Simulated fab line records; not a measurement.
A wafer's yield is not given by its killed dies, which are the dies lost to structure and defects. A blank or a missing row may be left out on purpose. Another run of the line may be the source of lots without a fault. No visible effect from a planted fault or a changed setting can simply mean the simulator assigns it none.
What tool caused it? -- flow sky130 -- 6 lots with 18 wafers sampled at 2 steps, on a route of 708 steps

WHAT THE GAUGES SHOWED, per wafer
SKY_SONOS_ONO_THK_MEAS_01.
lot,measured,on,SONOS_ONO_OXIDATION_THK (nm)
L708,day 12 11:53,film metro-01,2.64 2.57 2.62
L710,day 13 06:00,film metro-03,2.47 2.49 2.37
L715,day 15 00:50,film metro-03,2.51 2.55 2.50
L721,day 16 17:28,film metro-03,2.63 2.55 2.62
L725,day 18 06:33,film metro-02,2.95 2.95 2.89 3.00 2.98 3.00
L728,day 18 21:58,film metro-03,2.54 2.55 2.50

WHAT TOOL EACH LOT RAN ON (gives the tool, then ch and the chambers of the sampled wafers, and finally the start)
lot,SKY_SONOS_ONO_OXIDATION_00
L708,"furnace-01 ch 0, day 12 10:32"
L710,"furnace-01 ch 0, day 13 04:39"
L715,"furnace-01 ch 0, day 14 23:28"
L721,"furnace-02 ch 0, day 16 16:08"
L725,"furnace-02 ch 0, day 18 05:12"
L728,"furnace-01 ch 0, day 18 20:37"
- SKY_SONOS_ONO_OXIDATION_00: stabilise 600 s, purge 300 s, target thk 2.6 nm.

THE ANSWER, worked out from the rows above alone
Rule: the lots themselves supply what counts as usual. Put in order of their means at a reading, lots are off if they are a third of the lots or fewer, leave a main group of 4 or more, and stand apart from it by a gap of 3 or more times the standard deviation of the main group's means; of several such gaps the widest counts. A main group whose means are all the same, to the digits that the tables above print for the reading, isn't used. A lot without any number at a reading at which 4 lots or more have one is off too. All remaining lots with rows at the step are treated as sound.
Off: at SKY_SONOS_ONO_THK_MEAS_01 (SONOS_ONO_OXIDATION_THK), L725. Main group: mean 2.54 nm, sd 0.061.
A tool fits if, at a process step before that reading, it ran every lot that is off, and no sound lot after the first of them. The gauges at SKY_SONOS_ONO_THK_MEAS_01 are tried like those tools. Undecided on this evidence; 2 tools fit (furnace-02 at SKY_SONOS_ONO_OXIDATION_00, film metro-02 at SKY_SONOS_ONO_THK_MEAS_01).

WHAT THE SIMULATOR PUT IN
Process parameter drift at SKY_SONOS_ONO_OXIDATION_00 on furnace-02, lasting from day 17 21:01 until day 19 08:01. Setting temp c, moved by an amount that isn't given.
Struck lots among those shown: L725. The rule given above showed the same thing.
